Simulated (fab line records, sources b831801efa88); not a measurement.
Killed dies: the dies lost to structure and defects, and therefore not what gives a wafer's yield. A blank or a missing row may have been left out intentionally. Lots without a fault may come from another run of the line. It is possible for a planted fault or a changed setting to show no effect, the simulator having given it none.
Split-lot experiment / flow gf180mcu / 5 lots, 23 wafers read, on a route of 602 steps

== ABOUT THE SPLIT ==
At GF_M3_SPUTTER_04 (material TiN, target thk 50 nm, time 41.7 s), the setting timeS was moved away from the recipe's 41.7 s on 9 of the 23 wafers read, by -12.1% to +11.4%. All remaining wafers had this setting at the recipe value.

The reading comes from the split's own step.

== THE READING ==
TiN_of_M3_SPUTTER_04.thkNm (the simulator's own value, which no gauge read), in nm, at GF_M3_SPUTTER_04 (material TiN, target thk 50 nm, time 41.7 s). The file does not state a usual value for it. The 14 wafers here that ran the recipe average 50.29 nm, standard deviation 0.57 nm.

wafer=L076.3; tool, chamber at the split=pvdSputter-01, -; timeS as run, s=41.7; against the recipe=recipe; TiN_of_M3_SPUTTER_04.thkNm, nm=50.43; against lot-mates on the recipe=-
wafer=L076.4; tool, chamber at the split=pvdSputter-01, -; timeS as run, s=41.7; against the recipe=recipe; TiN_of_M3_SPUTTER_04.thkNm, nm=50.3; against lot-mates on the recipe=-
wafer=L076.6; tool, chamber at the split=pvdSputter-01, -; timeS as run, s=41.7; against the recipe=recipe; TiN_of_M3_SPUTTER_04.thkNm, nm=50.22; against lot-mates on the recipe=-
wafer=L078.1; tool, chamber at the split=pvdSputter-01, -; timeS as run, s=46.46; against the recipe=+11.4%; TiN_of_M3_SPUTTER_04.thkNm, nm=56.95; against lot-mates on the recipe=+6.27
wafer=L078.2; tool, chamber at the split=pvdSputter-01, -; timeS as run, s=41.7; against the recipe=recipe; TiN_of_M3_SPUTTER_04.thkNm, nm=50.22; against lot-mates on the recipe=-
wafer=L078.4; tool, chamber at the split=pvdSputter-01, -; timeS as run, s=41.7; against the recipe=recipe; TiN_of_M3_SPUTTER_04.thkNm, nm=51.15; against lot-mates on the recipe=-
wafer=L078.5; tool, chamber at the split=pvdSputter-01, -; timeS as run, s=46.46; against the recipe=+11.4%; TiN_of_M3_SPUTTER_04.thkNm, nm=56.57; against lot-mates on the recipe=+5.88
wafer=L078.6; tool, chamber at the split=pvdSputter-01, -; timeS as run, s=46.46; against the recipe=+11.4%; TiN_of_M3_SPUTTER_04.thkNm, nm=56.88; against lot-mates on the recipe=+6.20
wafer=L079.1; tool, chamber at the split=pvdSputter-02, -; timeS as run, s=41.7; against the recipe=recipe; TiN_of_M3_SPUTTER_04.thkNm, nm=49.57; against lot-mates on the recipe=-
wafer=L079.2; tool, chamber at the split=pvdSputter-02, -; timeS as run, s=37.23; against the recipe=-10.7%; TiN_of_M3_SPUTTER_04.thkNm, nm=44.62; against lot-mates on the recipe=-5.38
wafer=L079.3; tool, chamber at the split=pvdSputter-02, -; timeS as run, s=37.23; against the recipe=-10.7%; TiN_of_M3_SPUTTER_04.thkNm, nm=44.83; against lot-mates on the recipe=-5.17
wafer=L079.4; tool, chamber at the split=pvdSputter-02, -; timeS as run, s=41.7; against the recipe=recipe; TiN_of_M3_SPUTTER_04.thkNm, nm=50.38; against lot-mates on the recipe=-
wafer=L079.6; tool, chamber at the split=pvdSputter-02, -; timeS as run, s=41.7; against the recipe=recipe; TiN_of_M3_SPUTTER_04.thkNm, nm=50.04; against lot-mates on the recipe=-
wafer=L080.1; tool, chamber at the split=pvdSputter-03, -; timeS as run, s=37.33; against the recipe=-10.5%; TiN_of_M3_SPUTTER_04.thkNm, nm=44.56; against lot-mates on the recipe=-5.02
wafer=L080.2; tool, chamber at the split=pvdSputter-03, -; timeS as run, s=41.7; against the recipe=recipe; TiN_of_M3_SPUTTER_04.thkNm, nm=49.89; against lot-mates on the recipe=-
wafer=L080.4; tool, chamber at the split=pvdSputter-03, -; timeS as run, s=37.33; against the recipe=-10.5%; TiN_of_M3_SPUTTER_04.thkNm, nm=44.35; against lot-mates on the recipe=-5.23
wafer=L080.5; tool, chamber at the split=pvdSputter-03, -; timeS as run, s=41.7; against the recipe=recipe; TiN_of_M3_SPUTTER_04.thkNm, nm=49.53; against lot-mates on the recipe=-
wafer=L080.6; tool, chamber at the split=pvdSputter-03, -; timeS as run, s=41.7; against the recipe=recipe; TiN_of_M3_SPUTTER_04.thkNm, nm=49.33; against lot-mates on the recipe=-
wafer=L083.1; tool, chamber at the split=pvdSputter-01, -; timeS as run, s=36.64; against the recipe=-12.1%; TiN_of_M3_SPUTTER_04.thkNm, nm=45.02; against lot-mates on the recipe=-5.97
wafer=L083.2; tool, chamber at the split=pvdSputter-01, -; timeS as run, s=41.7; against the recipe=recipe; TiN_of_M3_SPUTTER_04.thkNm, nm=50.92; against lot-mates on the recipe=-
wafer=L083.3; tool, chamber at the split=pvdSputter-01, -; timeS as run, s=36.64; against the recipe=-12.1%; TiN_of_M3_SPUTTER_04.thkNm, nm=44.27; against lot-mates on the recipe=-6.72
wafer=L083.5; tool, chamber at the split=pvdSputter-01, -; timeS as run, s=41.7; against the recipe=recipe; TiN_of_M3_SPUTTER_04.thkNm, nm=50.95; against lot-mates on the recipe=-
wafer=L083.6; tool, chamber at the split=pvdSputter-01, -; timeS as run, s=41.7; against the recipe=recipe; TiN_of_M3_SPUTTER_04.thkNm, nm=51.09; against lot-mates on the recipe=-

FIT RESULTS
A straight line over all 23 wafers: TiN_of_M3_SPUTTER_04.thkNm changes by +0.533 nm for each +1% of timeS; r = +0.99; the points scatter about the line by 0.56 nm.
The same after taking each lot's own level away (the mean of its wafers on the recipe; 23 wafers): +0.516 nm for each +1%; r = +1.00; scatter 0.29 nm.
On that fit, the largest move of timeS shifts the reading by 6.3 nm.
The span of the lots' own levels, 49.583 to 50.987 nm, comes to 2.5 times the standard deviation stated above.
Hence the lot-to-lot level has little effect on the slope; both slopes agree.
Check: for one of the wafers moved furthest among these (-12.1%), held out of the fit, the line's prediction against its lot-mates is -6.24 nm. It came out at -5.97 nm against them.

== THESE WAFERS: OTHER SPLITS ==
Before the reading, these wafers also passed through other splits. Each is held against what the fit with the lots' levels taken away leaves over:
other split on the same wafers=GF_M1_METAL_ETCH_16 biasW; wafers away from the commonest value=8; r with TiN_of_M3_SPUTTER_04.thkNm (lot level and that fit taken away)=+0.14
other split on the same wafers=GF_M2_SPUTTER_02 powerW; wafers away from the commonest value=10; r with TiN_of_M3_SPUTTER_04.thkNm (lot level and that fit taken away)=+0.26
other split on the same wafers=GF_M2_SOFTBAKE_10 tempC; wafers away from the commonest value=10; r with TiN_of_M3_SPUTTER_04.thkNm (lot level and that fit taken away)=+0.11
other split on the same wafers=GF_V2_CVD_00 sih4FlowSccm; wafers away from the commonest value=8; r with TiN_of_M3_SPUTTER_04.thkNm (lot level and that fit taken away)=-0.03
other split on the same wafers=GF_V2_SOFTBAKE_10 timeS; wafers away from the commonest value=8; r with TiN_of_M3_SPUTTER_04.thkNm (lot level and that fit taken away)=-0.11
other split on the same wafers=GF_V2_CVD_23 tempC; wafers away from the commonest value=10; r with TiN_of_M3_SPUTTER_04.thkNm (lot level and that fit taken away)=+0.29

== THE FILE'S OWN FIT ==
TiN_of_M3_SPUTTER_04.thkNm changes by +0.512 nm for each +1% of timeS, r = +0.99.
